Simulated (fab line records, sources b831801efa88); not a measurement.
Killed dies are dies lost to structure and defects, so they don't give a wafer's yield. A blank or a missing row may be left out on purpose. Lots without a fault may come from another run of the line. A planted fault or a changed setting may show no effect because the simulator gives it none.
A struck lot beside a sound one | flow gf180mcu | 24 steps out of a route of 602
Sound: wafers L496.2, L496.3, L496.4. Struck: wafer L508.2. (L508.1, L508.3 of the same lot were not struck and are left out.) The cause comes at the end.
At each step with rows: each side's tool, then ch and its chambers, then its first start. Under that, the readings that differ: sound wafers | struck wafers | difference of the means | sigmas: that difference in standard deviations of wafers without a fault.
alike: readings whose means differ by less than 2 such deviations, and words and numbers that are the same on both sides. not compared: withheld readings, readings that some wafer has no value for, bounds like >300 that may hide the same value, and numbers for which the record gives no deviation and whose values overlap.
The two part at a step that has a row with sigmas, a row that says differs or no value, or rows on one side only. Numbers that don't overlap but have no deviation are shown without sigmas and don't part them. A reading that every wafer of one side lacks parts them only if that side has two wafers or more.

GF_M3_STRIP_17: strips in O2/N2.
  sound on plasma_asher-03 ch 0,1, day 21 18:32; struck on plasma_asher-03 ch 0, day 26 03:08
  alike: drypump_motor_current_A, heater_power_w, oes_product_au, strip_time_to_endpoint_s
  not compared: rf_hours_counter_h
then, 3 steps without rows for these wafers: GF_M3_STRIP_18 (strips in post etch residue remover, time 1200 s); GF_M3_CLEAN_19 (cleans in DIW); GF_V3_CVD_00 (deposits SiO2, target thk 600 nm, time 100 s).
GF_V3_THK_MEAS_01:
  sound on film_metro-02, day 21 19:08; struck on film_metro-04, day 26 03:45
  alike: V3_CVD_00_THK
GF_V3_CVD_02: deposits SiO2 from TEOS, target thk 850 nm, time 94.851 s.
  sound on pecvd-04 ch 0,2, day 21 19:11; struck on pecvd-01 ch 0, day 26 03:49
  alike: heater_power_w, rf_fwd_power_W
GF_V3_THK_MEAS_03:
  sound on film_metro-02, day 21 19:16; struck on film_metro-03, day 26 03:53
  alike: V3_CVD_02_THK
GF_V3_CMP_04: polishes SiO2.
  sound on cmp-01 ch 0,1,2, day 21 19:19; struck on cmp-01 ch 1, day 26 03:59
  alike: motor_current_A, slurry_flow_ml_min, time_to_endpoint_s
GF_V3_BOW_MEAS_05:
  sound on film_metro-02, day 21 19:38; struck on film_metro-02, day 26 04:14
  alike: V3_BOW
then, 3 steps without rows for these wafers: GF_V3_DEHYDRATE_06 (time 60 s); GF_V3_HMDS_07 (prime time 60 s); GF_V3_COAT_08.
GF_V3_COAT_09: resist thk 1000 nm.
  sound on litho_track-02 ch 0, day 22 07:00; struck on litho_track-02 ch 0, day 26 14:00
  reading                             | sound             | struck | difference | sigmas
  chill_plate_temp_C (C)              | 23.18 23.07 23.17 | 22.72  | -0.42      | -4
  model.KrF_of_V3_COAT_09.thk_nm (nm) | 997.7 999.7 999.2 | 919    | -80        |
then, 3 steps without rows for these wafers: GF_V3_SOFTBAKE_10 (time 60 s); GF_V3_EXPOSE_11 (exposes mask Via3, target cd 260 nm); GF_V3_PEB_12 (peb time 90 s).
GF_V3_DEVELOP_13: develop time 60 s.
  sound on litho_track-01 ch 0, day 22 19:11; struck on litho_track-02 ch 0, day 27 00:53
  reading                             | sound             | struck | difference | sigmas
  model.KrF_of_V3_COAT_09.thk_nm (nm) | 982.8 984.8 984.3 | 904.1  | -79.9      |
  alike: chill_plate_temp_C
GF_V3_CD_MEAS_14: target cd 260 nm.
  sound on cd_sem-01, day 22 19:20; struck on cd_sem-02, day 27 01:02
  reading    | sound             | struck | difference | sigmas
  cd_nm (nm) | 261.0 260.1 260.0 | 265.9  | +5.5       | +4
GF_V3_OVL_MEAS_15:
  sound on overlay-02, day 22 19:26; struck on overlay-02, day 27 01:10
  alike: V3_OVL
GF_V3_ETCH_16: etches BARC in N2/H2.
  sound on rie_diel-01 ch 0,1,2, day 22 19:28; struck on rie_diel-02 ch 1, day 27 01:12
  reading                | sound                | struck | difference | sigmas
  throttle_valve_pct (%) | 13.219 13.228 13.213 | 13.243 | +0.023     | +3
  model.V3.cd_nm (nm)    | 261.5 260.4 259.1    | 265.7  | +5.4       |
  alike: drypump_motor_current_A, oes_product_au, rf_fwd_power_W
GF_V3_ETCH_17: etches SiO2 in C4F8/O2/Ar, stops on TiN, target depth 635 nm.
  sound on rie_diel-01 ch 0,1,2; struck on rie_diel-02 ch 1
  reading             | sound             | struck | difference | sigmas
  model.V3.cd_nm (nm) | 260.9 260.6 259.5 | 265    | +5         |
  alike: oes_product_au, rf_fwd_power_W
GF_V3_STRIP_18: strips in O2/N2.
  sound on plasma_asher-02 ch 0,1, day 22 19:35; struck on plasma_asher-01 ch 0, day 27 01:19
  reading               | sound             | struck | difference | sigmas
  oes_product_au (a.u.) | 0.586 0.596 0.598 | 0.560  | -0.033     | -7
  alike: drypump_motor_current_A, heater_power_w
  not compared: rf_hours_counter_h
then, 2 steps without rows for these wafers: GF_V3_STRIP_19 (strips in post etch residue remover, time 1200 s); GF_PASSIVATION_PROBE_99.

WHERE THEY PART
First at GF_V3_COAT_09; last, within this record, at GF_V3_STRIP_18.

WHY: what the simulator had put in
Process parameter drift: litho_track-02, from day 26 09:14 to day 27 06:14, at GF_V3_COAT_09. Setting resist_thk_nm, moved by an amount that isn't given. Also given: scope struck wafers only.
